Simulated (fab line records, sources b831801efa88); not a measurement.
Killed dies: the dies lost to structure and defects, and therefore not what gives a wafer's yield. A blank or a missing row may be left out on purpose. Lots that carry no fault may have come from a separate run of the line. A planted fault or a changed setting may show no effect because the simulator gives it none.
A struck lot beside a sound one / flow sky130 / 16 out of 708 route steps
Sound: the wafers L357.2, L357.3, L357.6. Struck: wafer L373.5 (left out: L373.3, L373.6 of the same lot, which were not struck); the cause appears at the end.
Per side, at each step with rows, come the tool, then ch with its chambers, and then its first start. Under that, the readings that differ: sound wafers / struck wafers / difference of the means / sigmas: that difference in standard deviations of wafers without a fault.
alike: words and numbers the same on both sides, and readings whose means are apart by under 2 such deviations; not compared: readings that were withheld, readings missing a value for some wafer, numbers with overlapping values and no deviation given by the record, and bounds like >300 which may hide the same value.
Wherever a step has rows on one side only, a row that says differs or no value, or a row with sigmas, the two part there. Non-overlapping numbers with no deviation appear without sigmas and do not part them. A reading missing from all wafers of one side parts the sides only when that side holds two or more wafers.

SKY_VIA3_BOW_MEAS_03:
  sound on film metro-04 at day 38 13:55; struck on film metro-04 at day 43 08:17
  alike: VIA3_BOW
then, 8 steps without rows for these wafers: SKY_VIA3_DEHYDRATE_04 (time 60 s); SKY_VIA3_HMDS_05 (prime time 60 s); SKY_VIA3_COAT_06 (resist thk 60 nm); SKY_VIA3_COAT_07 (resist thk 450 nm); SKY_VIA3_SOFTBAKE_08 (time 90 s); SKY_VIA3_EXPOSE_09 (exposes mask VIM3, target cd 200 nm); SKY_VIA3_PEB_10; SKY_VIA3_DEVELOP_11 (develop time 60 s).
SKY_VIA3_CD_MEAS_12 targets a cd of 200 nm.
  sound on cd sem-01 at day 39 14:50; struck on cd sem-01 at day 44 07:12
  alike: cd nm
SKY_VIA3_OVL_MEAS_13:
  sound on overlay-01 at day 39 14:56; struck on overlay-02 at day 44 07:18
  alike: VIA3_OVL
SKY_VIA3_ETCH_14: etches BARC in N2/H2, stops on SiO2, time 45.9 s, target depth 60 nm.
  sound on rie diel-03 ch 0,3, day 39 14:58; struck on rie diel-04 ch 0, day 44 07:19
reading=throttle valve pct (%); sound=13.222 13.222 13.223; struck=13.247; difference=+0.025; sigmas=+3
  alike: drypump motor current A, n2 flow sccm, oes product au
  not compared: rf hours counter h
SKY_VIA3_ETCH_15: etches SiO2 in C4F8/O2/Ar, stops on TiN, target depth 507 nm, time 78 s.
  sound on rie diel-03 ch 0,3, day 39 15:01; struck on rie diel-04 ch 0, day 44 07:22
reading=oes product au (a.u.); sound=0.944 0.943 0.941; struck=0.863; difference=-0.080; sigmas=-16
reading=model.etch.depth nm (nm); sound=464.3 464.5 465.2; struck=389.9; difference=-74.8; sigmas=
reading=model.VIA3.feature depth nm (nm); sound=464.3 464.5 465.2; struck=389.9; difference=-74.8; sigmas=
reading=model.KrF-thick_of_VIA3_COAT_07.thk nm (nm); sound=288.8 289.5 290.3; struck=315.7; difference=+26.2; sigmas=
  not compared: rf hours counter h
SKY_VIA3_STRIP_16: strips in O2/N2.
  sound on plasma asher-03 ch 0,1, day 39 15:04; struck on plasma asher-03 ch 0, day 44 07:28
reading=oes product au (a.u.); sound=0.398 0.396 0.404; struck=0.417; difference=+0.018; sigmas=+4
reading=strip time to endpoint s (s); sound=4.098 4.118 4.124; struck=4.394; difference=+0.281; sigmas=+15
  alike: drypump motor current A, n2 flow sccm
  not compared: rf hours counter h
then, 1 step without rows for these wafers: SKY_VIA3_STRIP_17 (strips in post etch residue remover, time 1200 s).
-- the record jumps here: 5 days lie between the struck wafers' starts before and after (it left off in module VIA3 and takes up again in module PAD_OPEN, whose first step shown is number 708 of the route) --
SKY_PAD_OPEN_PROBE_99:
  rows exist in the record for the struck wafers here (prober-01, day 49 15:10), but not for the sound ones

## WHERE THEY PART
First at SKY_VIA3_ETCH_14; last, within this record, at SKY_PAD_OPEN_PROBE_99.

WHY: the cause the simulator had injected
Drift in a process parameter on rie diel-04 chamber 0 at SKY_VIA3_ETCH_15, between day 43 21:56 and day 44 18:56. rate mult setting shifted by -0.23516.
